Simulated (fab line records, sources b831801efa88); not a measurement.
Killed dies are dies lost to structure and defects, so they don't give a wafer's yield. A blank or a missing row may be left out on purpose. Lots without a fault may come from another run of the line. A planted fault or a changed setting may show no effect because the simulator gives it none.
fab line records | flow sky130 | part 2 of 2: steps 24 to 34 of 34
record lots=5 wafers=15 last_day=50
route steps=708 shown VT_ADJUST_NCORE@124 VT_ADJUST_HVTR@131 VT_ADJUST_PCH@143 SONOS_TUNNEL@154
lots that met no fault: from a run of the same line without faults
start_h: hours from the record's first day to the start of the lot's first wafer shown | wait_h: hours since the lot's step before | " the same as in the row above | L1.1+2: a row that stands for several wafers | - no value, or no start given | * or withheld: withheld | < > ~ a bound
route shown NAME@n: a module of which the file shows steps, and the number in the route of the first | usual: mean/standard deviation of fault-free wafers | same: alike in all rows | chamber/n: place in a boat | sites: the reading at each site | _std_site: their standard deviation | _edge_site: outer sites' mean less inner sites' | radius_mm: how far each site lies from the wafer's centre | mask NAME#n: copy n | behind: the tool/chamber that last shaped the wafer | hold: why the lot was held/for how many hours/how that ended | device: the transistor (n, p or np) that didn't switch | end of line: the same wafers' tests at the end of the route | a step without rows: its recipe alone | killed: dies lost to structure and defects at the first sort, not the wafer's yield | map: a wafer's dies, x killed, . not, _ none there
set.NAME: the setting as run; set.NAME@STEP: as run at that earlier step | model.NAME: the simulator's own value behind a step, which no gauge read
lots at some steps of the route; a table a step, a row a wafer
services: from which hour (start_h, from the record's first day; less than 0 if before it) a tool's chamber was out of use, for how many hours, and why
## steps
# step SKY_VT_ADJUST_PCH_EXPOSE_04
# recipe mask_id=NWM na=0.6 source_shape=conventional sigma_outer=0.6 polarization=unpolarized target_cd_nm=840 dose_mj=255
# usual reticle_temp_C=23.02/0.099
# columns lot.wafer tool chamber start_h wait_h mask reticle_temp_C
L074.1 iline_stepper-02 0 - - NWM#0 23.15
L074.5 " 0 " " NWM#0 23.01
L074.6 " 0 " " NWM#0 23.11
L075.1 iline_stepper-02 0 - - NWM#0 23.01
L075.4 " 0 " " NWM#0 23.03
L075.5 " 0 " " NWM#0 22.97
L094.3 iline_stepper-01 0 - - NWM#0 22.96
L094.5 " 0 " " NWM#0 23.09
L094.6 " 0 " " NWM#0 23.10
L096.1 iline_stepper-02 0 - - NWM#0 22.86
L096.2 " 0 " " NWM#0 22.88
L096.6 " 0 " " NWM#0 22.89
L097.1 iline_stepper-01 0 - - NWM#0 23.17
L097.5 " 0 " " NWM#0 22.97
L097.6 " 0 " " NWM#0 23.04
# step SKY_VT_ADJUST_PCH_PEB_05
# recipe temp_c=115 time_s=withheld
# usual exhaust_pa=45.1/0.99
# columns lot.wafer tool chamber start_h wait_h exhaust_pa
L074.1 litho_track-03 0 - - 45.2
L074.5 " 0 " " 45.0
L074.6 " 0 " " 44.3
L075.1 litho_track-04 0 - - 45.8
L075.4 " 0 " " 45.3
L075.5 " 0 " " 44.9
L094.3 litho_track-02 0 - - 45.9
L094.5 " 0 " " 44.5
L094.6 " 0 " " 45.3
L096.1 litho_track-04 0 - - 46.4
L096.2 " 0 " " 47.0
L096.6 " 0 " " 47.3
L097.1 litho_track-02 0 - - 46.2
L097.5 " 0 " " 46.0
L097.6 " 0 " " 46.5
# step SKY_VT_ADJUST_PCH_DEVELOP_06
# recipe wall_angle_deg=90 developer=TMAH develop_time_s=60 dev_temp_c=23
# usual exhaust_pa=45.1/0.91
# columns lot.wafer tool chamber start_h wait_h exhaust_pa
L074.1 litho_track-03 0 - - 45.6
L074.5 " 0 " " 45.5
L074.6 " 0 " " 46.5
L075.1 litho_track-04 0 - - 45.1
L075.4 " 0 " " 45.2
L075.5 " 0 " " 43.0
L094.3 litho_track-02 0 - - 44.8
L094.5 " 0 " " 44.1
L094.6 " 0 " " 45.5
L096.1 litho_track-04 0 - - 44.6
L096.2 " 0 " " 43.6
L096.6 " 0 " " 44.5
L097.1 litho_track-02 0 - - 46.4
L097.5 " 0 " " 45.1
L097.6 " 0 " " 46.4
# step SKY_VT_ADJUST_PCH_OVL_MEAS_07
# usual VT_ADJUST_PCH_OVL=-0.2/1.3
# columns lot.wafer tool chamber start_h wait_h VT_ADJUST_PCH_OVL[nm]
L074.1 overlay-02 - 213.61 - 1.5
L074.5 " - " " 1.6
L074.6 " - " " 1.0
L075.1 overlay-02 - 226.42 - 0.3
L075.4 " - " " 0.4
L075.5 " - " " -3.2
L094.3 overlay-01 - 380.07 - -0.7
L094.5 " - " " -0.6
L094.6 " - " " 0.9
L096.1 overlay-01 - 400.97 - -1.4
L096.2 " - " " -0.3
L096.6 " - " " 0.0
L097.1 overlay-02 - 402.91 - 1.3
L097.5 " - " " 2.8
L097.6 " - " " 2.5
# step SKY_VT_ADJUST_PCH_IMPLANT_08
# recipe species=B energy_kev=10 dose_cm2=5e+11 tilt_deg=withheld
# usual end_station_pressure_torr=5e-06/2.7e-07
# columns lot.wafer tool chamber start_h wait_h end_station_pressure_torr
L074.1 implanter-02 0 213.65 0.0 4.88e-06
L074.5 " 0 " " 4.74e-06
L074.6 " 0 " " 4.75e-06
L075.1 implanter-03 0 226.46 0.0 5.27e-06
L075.4 " 0 " " 4.21e-06
L075.5 " 0 " " 4.76e-06
L094.3 implanter-03 0 380.15 0.1 5.01e-06
L094.5 " 0 " " 4.78e-06
L094.6 " 0 " " 4.61e-06
L096.1 implanter-04 0 401.01 0.0 5.19e-06
L096.2 " 0 " " 5.5e-06
L096.6 " 0 " " 4.99e-06
L097.1 implanter-03 0 402.95 0.0 5.1e-06
L097.5 " 0 " " 5.24e-06
L097.6 " 0 " " 5e-06
# step SKY_VT_ADJUST_PCH_STRIP_09
# recipe chemistry=O2/N2 power_w=1400 pressure_mtorr=1500 platen_temp_c=withheld o2_flow_sccm=3000 n2_flow_sccm=300 overash_fraction=0.5
# usual drypump_motor_current_A=5.9/0.42 oes_product_au=0.723/0.0044 strip_time_to_endpoint_s=36.90/0.096
# same overash_fraction=0.5
# columns lot.wafer tool chamber start_h wait_h drypump_motor_current_A oes_product_au rf_hours_counter_h strip_time_to_endpoint_s
L074.1 plasma_asher-03 1 213.80 0.1 6.2 0.729 52 36.81
L074.5 " 1 " " 6.2 0.721 - 36.81
L074.6 " 0 " " 6.2 0.722 - 36.81
L075.1 plasma_asher-02 1 226.61 0.1 5.1 0.720 52 36.80
L075.4 " 0 " " 5.9 0.720 - 36.81
L075.5 " 1 " " 5.1 0.724 - 36.85
L094.3 plasma_asher-04 1 380.28 0.1 6.4 0.728 - 36.88
L094.5 " 1 " " 6.3 0.732 - 36.92
L094.6 " 0 " " 5.8 0.721 - 36.90
L096.1 plasma_asher-03 0 401.16 0.1 6.2 0.716 72 36.98
L096.2 " 1 " " 6.2 0.726 72 37.01
L096.6 " 1 " " 6.2 0.729 - 36.94
L097.1 plasma_asher-04 0 403.10 0.1 5.7 0.720 60 37.02
L097.5 " 1 " " 6.4 0.729 - 37.03
L097.6 " 0 " " 5.7 0.713 - 37.10
# step SKY_VT_ADJUST_PCH_TW_MEAS_10
# usual VT_ADJUST_PCH_TW=142.9/0.65
# columns lot.wafer tool chamber start_h wait_h VT_ADJUST_PCH_TW
L074.1 film_metro-04 - 213.90 0.1 142.9
L074.5 " - " " 143.0
L074.6 " - " " 143.0
L075.1 film_metro-03 - 226.71 0.1 143.8
L075.4 " - " " 144.3
L075.5 " - " " 144.0
L094.3 film_metro-02 - 380.37 0.1 142.1
L094.5 " - " " 142.5
L094.6 " - " " 142.5
L096.1 film_metro-04 - 401.26 0.1 143.0
L096.2 " - " " 143.6
L096.6 " - " " 142.4
L097.1 film_metro-02 - 403.20 0.1 141.9
L097.5 " - " " 142.5
L097.6 " - " " 142.2
# step SKY_SONOS_TUNNEL_DEHYDRATE_00
# recipe temp_c=200 time_s=60
# usual exhaust_pa=45.0/0.87
# columns lot.wafer tool chamber start_h wait_h exhaust_pa
L074.1 litho_track-03 0 224.41 10.5 44.2
L074.5 " 0 " " 44.6
L074.6 " 0 " " 44.5
L075.1 litho_track-03 0 237.21 10.5 46.0
L075.4 " 0 " " 45.8
L075.5 " 0 " " 45.6
L094.3 litho_track-04 0 394.17 13.8 45.6
L094.5 " 0 " " 45.4
L094.6 " 0 " " 46.5
L096.1 litho_track-04 0 416.22 15.0 44.7
L096.2 " 0 " " 43.5
L096.6 " 0 " " 45.0
L097.1 litho_track-04 0 417.77 14.6 45.6
L097.5 " 0 " " 45.1
L097.6 " 0 " " 44.1
# step SKY_SONOS_TUNNEL_HMDS_01
# recipe prime_time_s=60 prime_temp_c=120
# usual exhaust_pa=45.2/0.84 prime_temp_c=120.00/0.14
# columns lot.wafer tool chamber start_h wait_h exhaust_pa prime_temp_c
L074.1 litho_track-03 0 224.56 0.1 43.2 119.97
L074.5 " 0 " " 44.0 119.88
L074.6 " 0 " " 45.7 119.81
L075.1 litho_track-03 0 237.36 0.1 43.5 120.29
L075.4 " 0 " " 44.8 120.39
L075.5 " 0 " " 45.5 120.19
L094.3 litho_track-04 0 394.32 0.1 45.0 119.97
L094.5 " 0 " " 46.4 119.94
L094.6 " 0 " " 44.5 119.83
L096.1 litho_track-04 0 416.37 0.1 45.1 119.93
L096.2 " 0 " " 46.5 119.78
L096.6 " 0 " " 46.0 120.06
L097.1 litho_track-04 0 417.92 0.1 44.2 119.83
L097.5 " 0 " " 45.4 119.86
L097.6 " 0 " " 44.9 119.88
# step SKY_SONOS_TUNNEL_COAT_02
# recipe resist=NOVOLAK spin_rpm=3000 resist_thk_nm=1140
# usual dispense_pressure_kPa=57.0/1.9 exhaust_pa=45.0/0.89
# columns lot.wafer tool chamber start_h wait_h dispense_pressure_kPa exhaust_pa
L074.1 litho_track-03 0 224.71 0.1 59.1 43.7
L074.5 " 0 " " 59.2 44.0
L074.6 " 0 " " 59.2 43.4
L075.1 litho_track-03 0 237.51 0.1 59.1 45.0
L075.4 " 0 " " 59.1 42.9
L075.5 " 0 " " 59.2 44.0
L094.3 litho_track-04 0 394.47 0.1 56.1 45.7
L094.5 " 0 " " 56.1 46.1
L094.6 " 0 " " 56.1 44.6
L096.1 litho_track-04 0 416.52 0.1 56.1 44.9
L096.2 " 0 " " 56.1 44.6
L096.6 " 0 " " 56.2 44.6
L097.1 litho_track-04 0 418.07 0.1 56.1 46.1
L097.5 " 0 " " 56.1 46.0
L097.6 " 0 " " 56.1 44.8
# step SKY_SONOS_TUNNEL_SOFTBAKE_03
# recipe temp_c=90 time_s=60 resist=NOVOLAK
# usual exhaust_pa=44.9/0.76
# columns lot.wafer tool chamber start_h wait_h exhaust_pa
L074.1 litho_track-03 0 224.86 0.1 44.9
L074.5 " 0 " " 45.6
L074.6 " 0 " " 44.5
L075.1 litho_track-03 0 237.66 0.1 44.3
L075.4 " 0 " " 43.7
L075.5 " 0 " " 43.6
L094.3 litho_track-04 0 394.62 0.1 44.9
L094.5 " 0 " " 45.0
L094.6 " 0 " " 43.6
L096.1 litho_track-04 0 416.67 0.1 44.2
L096.2 " 0 " " 44.6
L096.6 " 0 " " 45.4
L097.1 litho_track-04 0 418.22 0.1 44.6
L097.5 " 0 " " 45.0
L097.6 " 0 " " 44.8
## services
# columns tool chamber start_h hours kind
plasma_asher-01 - 151.88 0.8 repair
iline_stepper-02 - 155.54 2.1 pm
implanter-03 - 156.87 23.3 pm
iline_stepper-02 - 175.18 11.5 repair
iline_stepper-02 - 186.69 1.7 pm
iline_stepper-01 - 194.08 6.8 repair
implanter-01 - 198.07 14.4 repair
implanter-01 - 203.25 1.9 repair
iline_stepper-01 - 214.06 1.7 pm
plasma_asher-04 - 225.61 1.2 repair
implanter-02 - 246.95 2.9 repair
implanter-03 - 262.09 2.5 repair
iline_stepper-01 - 264.19 1.9 repair
implanter-04 - 265.25 5.8 pm
plasma_asher-04 - 269.71 2.5 repair
implanter-01 - 280.02 3.6 repair
plasma_asher-01 - 336.10 2.2 repair
plasma_asher-03 - 347.84 1.4 repair
iline_stepper-01 - 351.91 1.5 repair
implanter-03 - 368.64 1.1 repair
implanter-03 - 397.75 0.7 repair
iline_stepper-02 - 398.29 1.7 pm
plasma_asher-04 - 405.11 67.0 repair
implanter-03 - 405.84 2.9 pm
